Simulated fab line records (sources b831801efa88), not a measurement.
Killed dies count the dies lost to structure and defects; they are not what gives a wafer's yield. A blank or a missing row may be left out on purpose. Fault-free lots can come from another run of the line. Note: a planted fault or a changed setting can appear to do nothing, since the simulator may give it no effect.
What tool caused it? / flow gf180mcu / 12 lots with 36 wafers sampled at 5 steps, on a route of 602 steps

== WHAT THE GAUGES READ, wafer by wafer ==
GF_M3_THK_MEAS_06: measures by xrf. Usual: M3_ALCU_THK typically reads 448 nm, with standard deviation 4.7.
lot=L127; measured=day 20 18:07; on=film metro-01; M3_ALCU_THK (nm)=445 441 439; flag=
lot=L136; measured=day 24 11:37; on=film metro-01; M3_ALCU_THK (nm)=447 446 447; flag=
lot=L137; measured=day 24 19:50; on=film metro-04; M3_ALCU_THK (nm)=447 448 450; flag=
lot=L138; measured=day 25 01:18; on=film metro-04; M3_ALCU_THK (nm)=456 455 454; flag=
lot=L139; measured=day 25 05:40; on=film metro-01; M3_ALCU_THK (nm)=447 447 451; flag=
lot=L141; measured=day 25 18:18; on=film metro-04; M3_ALCU_THK (nm)=451 449 451; flag=
lot=L142; measured=day 26 02:16; on=film metro-01; M3_ALCU_THK (nm)=445 445 445; flag=
lot=L143; measured=day 26 08:28; on=film metro-02; M3_ALCU_THK (nm)=442 443 455; flag=
lot=L144; measured=day 26 12:45; on=film metro-04; M3_ALCU_THK (nm)=452 452 455; flag=
lot=L145; measured=day 26 14:25; on=film metro-02; M3_ALCU_THK (nm)=444 445 444; flag=
lot=L147; measured=day 27 11:23; on=film metro-01; M3_ALCU_THK (nm)=448 445 443; flag=
lot=L149; measured=day 27 21:14; on=film metro-04; M3_ALCU_THK (nm)=451 453 455; flag=

GF_V3_THK_MEAS_01. Usual: V3_CVD_00_THK typically reads 603 nm, with standard deviation 6.4.
lot=L127; measured=day 21 19:00; on=film metro-03; V3_CVD_00_THK (nm)=604 596 598; flag=
lot=L136; measured=day 25 09:42; on=film metro-02; V3_CVD_00_THK (nm)=606 597 606; flag=
lot=L137; measured=day 25 17:35; on=film metro-02; V3_CVD_00_THK (nm)=600 609 604; flag=
lot=L138; measured=day 25 23:26; on=film metro-02; V3_CVD_00_THK (nm)=602 610 602; flag=
lot=L139; measured=day 26 03:27; on=film metro-02; V3_CVD_00_THK (nm)=600 599 595; flag=
lot=L141; measured=day 26 15:45; on=film metro-03; V3_CVD_00_THK (nm)=611 597 602; flag=
lot=L142; measured=day 26 22:32; on=film metro-02; V3_CVD_00_THK (nm)=608 608 600; flag=
lot=L143; measured=day 27 05:54; on=film metro-01; V3_CVD_00_THK (nm)=608 605 602; flag=
lot=L144; measured=day 27 10:16; on=film metro-03; V3_CVD_00_THK (nm)=606 590 610; flag=
lot=L145; measured=day 27 11:58; on=film metro-03; V3_CVD_00_THK (nm)=610 601 612; flag=
lot=L147; measured=day 28 07:10; on=film metro-03; V3_CVD_00_THK (nm)=608 600 594; flag=
lot=L149; measured=day 28 17:59; on=film metro-01; V3_CVD_00_THK (nm)=592 588 603; flag=

GF_V3_THK_MEAS_03. Usual: V3_CVD_02_THK typically reads 850 nm, with standard deviation 11.
lot=L127; measured=day 21 19:08; on=film metro-01; V3_CVD_02_THK (nm)=856 857 849; flag=
lot=L136; measured=day 25 09:50; on=film metro-03; V3_CVD_02_THK (nm)=851 847 854; flag=
lot=L137; measured=day 25 17:43; on=film metro-03; V3_CVD_02_THK (nm)=853 850 343; flag=OFF
lot=L138; measured=day 25 23:34; on=film metro-03; V3_CVD_02_THK (nm)=315 848 331; flag=OFF
lot=L139; measured=day 26 03:35; on=film metro-01; V3_CVD_02_THK (nm)=838 857 327; flag=OFF
lot=L141; measured=day 26 15:53; on=film metro-01; V3_CVD_02_THK (nm)=848 857 851; flag=
lot=L142; measured=day 26 22:40; on=film metro-01; V3_CVD_02_THK (nm)=839 831 847; flag=
lot=L143; measured=day 27 06:02; on=film metro-02; V3_CVD_02_THK (nm)=855 859 865; flag=
lot=L144; measured=day 27 10:24; on=film metro-01; V3_CVD_02_THK (nm)=841 854 853; flag=
lot=L145; measured=day 27 12:05; on=film metro-03; V3_CVD_02_THK (nm)=853 859 883; flag=
lot=L147; measured=day 28 07:17; on=film metro-02; V3_CVD_02_THK (nm)=832 843 846; flag=
lot=L149; measured=day 28 18:07; on=film metro-03; V3_CVD_02_THK (nm)=846 842 864; flag=

== WHAT TOOL EACH LOT RAN ON (gives the tool, then ch and the chambers of the sampled wafers, and finally the start) ==
lot=L127; GF_M3_SPUTTER_02=pvd sputter-02, day 20 17:53; GF_V3_CVD_02=pecvd-03 ch 0,1,2, day 21 19:04
lot=L136; GF_M3_SPUTTER_02=pvd sputter-04, day 24 11:25; GF_V3_CVD_02=pecvd-02 ch 0,1,2, day 25 09:46
lot=L137; GF_M3_SPUTTER_02=pvd sputter-03, day 24 19:38; GF_V3_CVD_02=pecvd-02 ch 0,1,2, day 25 17:39
lot=L138; GF_M3_SPUTTER_02=pvd sputter-02, day 25 01:04; GF_V3_CVD_02=pecvd-02 ch 0,2, day 25 23:29
lot=L139; GF_M3_SPUTTER_02=pvd sputter-04, day 25 05:26; GF_V3_CVD_02=pecvd-02 ch 0,2, day 26 03:29
lot=L141; GF_M3_SPUTTER_02=pvd sputter-02, day 25 18:04; GF_V3_CVD_02=pecvd-01 ch 1,2, day 26 15:49
lot=L142; GF_M3_SPUTTER_02=pvd sputter-04, day 26 02:04; GF_V3_CVD_02=pecvd-01 ch 0,2, day 26 22:35
lot=L143; GF_M3_SPUTTER_02=pvd sputter-04, day 26 08:14; GF_V3_CVD_02=pecvd-03 ch 0,1,2, day 27 05:56
lot=L144; GF_M3_SPUTTER_02=pvd sputter-03, day 26 12:32; GF_V3_CVD_02=pecvd-01 ch 1,2, day 27 10:19
lot=L145; GF_M3_SPUTTER_02=pvd sputter-02, day 26 14:13; GF_V3_CVD_02=pecvd-03 ch 0,1,2, day 27 12:01
lot=L147; GF_M3_SPUTTER_02=pvd sputter-02, day 27 11:11; GF_V3_CVD_02=pecvd-01 ch 0,2, day 28 07:13
lot=L149; GF_M3_SPUTTER_02=pvd sputter-02, day 27 21:01; GF_V3_CVD_02=pecvd-02 ch 0,1,2, day 28 18:02
- GF_M3_SPUTTER_02: material AlCu, target thk 450 nm, time 23.9 s.
- GF_V3_CVD_02: deposits SiO2 from TEOS, target thk 850 nm, time 94.851 s.

== AS READ BY THE TOOLS THEMSELVES (means over the sampled wafers that have a number; for cases with no such wafer, the mark the record gives instead) ==
GF_M3_SPUTTER_02. Usual: 29.7 % for throttle valve pct, sd 1.3.
lot=L127; tool=pvd sputter-02; throttle valve pct (%)=29.7; flag=
lot=L136; tool=pvd sputter-04; throttle valve pct (%)=29.6; flag=
lot=L137; tool=pvd sputter-03; throttle valve pct (%)=29.4; flag=
lot=L138; tool=pvd sputter-02; throttle valve pct (%)=29.3; flag=
lot=L139; tool=pvd sputter-04; throttle valve pct (%)=30.0; flag=
lot=L141; tool=pvd sputter-02; throttle valve pct (%)=29.8; flag=
lot=L142; tool=pvd sputter-04; throttle valve pct (%)=28.8; flag=
lot=L143; tool=pvd sputter-04; throttle valve pct (%)=29.3; flag=
lot=L144; tool=pvd sputter-03; throttle valve pct (%)=31.2; flag=
lot=L145; tool=pvd sputter-02; throttle valve pct (%)=29.5; flag=
lot=L147; tool=pvd sputter-02; throttle valve pct (%)=29.4; flag=
lot=L149; tool=pvd sputter-02; throttle valve pct (%)=28.9; flag=

GF_V3_CVD_02. Usual: heater power w 685 W, standard deviation 160; run length s 122.6 s, standard deviation 0.5.
lot=L127; tool=pecvd-03; heater power w (W)=634; run length s (s)=122.9; flag=
lot=L136; tool=pecvd-02; heater power w (W)=651; run length s (s)=122.1; flag=
lot=L137; tool=pecvd-02; heater power w (W)=613; run length s (s)=102.8; flag=OFF
lot=L138; tool=pecvd-02; heater power w (W)=608; run length s (s)=83.5; flag=OFF
lot=L139; tool=pecvd-02; heater power w (W)=541; run length s (s)=103.0; flag=OFF
lot=L141; tool=pecvd-01; heater power w (W)=724; run length s (s)=122.9; flag=
lot=L142; tool=pecvd-01; heater power w (W)=754; run length s (s)=122.5; flag=
lot=L143; tool=pecvd-03; heater power w (W)=663; run length s (s)=122.5; flag=
lot=L144; tool=pecvd-01; heater power w (W)=731; run length s (s)=122.9; flag=
lot=L145; tool=pecvd-03; heater power w (W)=633; run length s (s)=122.5; flag=
lot=L147; tool=pecvd-01; heater power w (W)=721; run length s (s)=122.8; flag=
lot=L149; tool=pecvd-02; heater power w (W)=648; run length s (s)=122.1; flag=

== THE ANSWER, worked out from the rows above alone ==
Rule: a lot counts as off when the mean over its wafers that have a number is more than 3 standard deviations away from the usual mean. A lot without any number at a reading at which 4 lots or more have one is off too. All remaining lots with rows at the step are treated as sound. After the gauges, taken in route order, come the tools' own readings; for these a lot's mean is taken, as printed above. At the first step where some lot is off, the reading lying furthest off is the one used; lots without a number count as furthest.
Off: at GF_V3_THK_MEAS_03 (V3_CVD_02_THK), L137, L138, L139.
A tool fits if, at a process step before that reading, it ran every lot that is off, and no sound lot after the first of them. Not tried: the gauges at GF_V3_THK_MEAS_03; whatever is off there is also off at GF_V3_CVD_02, on other tools, and gauge error can't account for it. No candidate that was tried fits.

== WHAT WAS PUT IN BY THE SIMULATOR ==
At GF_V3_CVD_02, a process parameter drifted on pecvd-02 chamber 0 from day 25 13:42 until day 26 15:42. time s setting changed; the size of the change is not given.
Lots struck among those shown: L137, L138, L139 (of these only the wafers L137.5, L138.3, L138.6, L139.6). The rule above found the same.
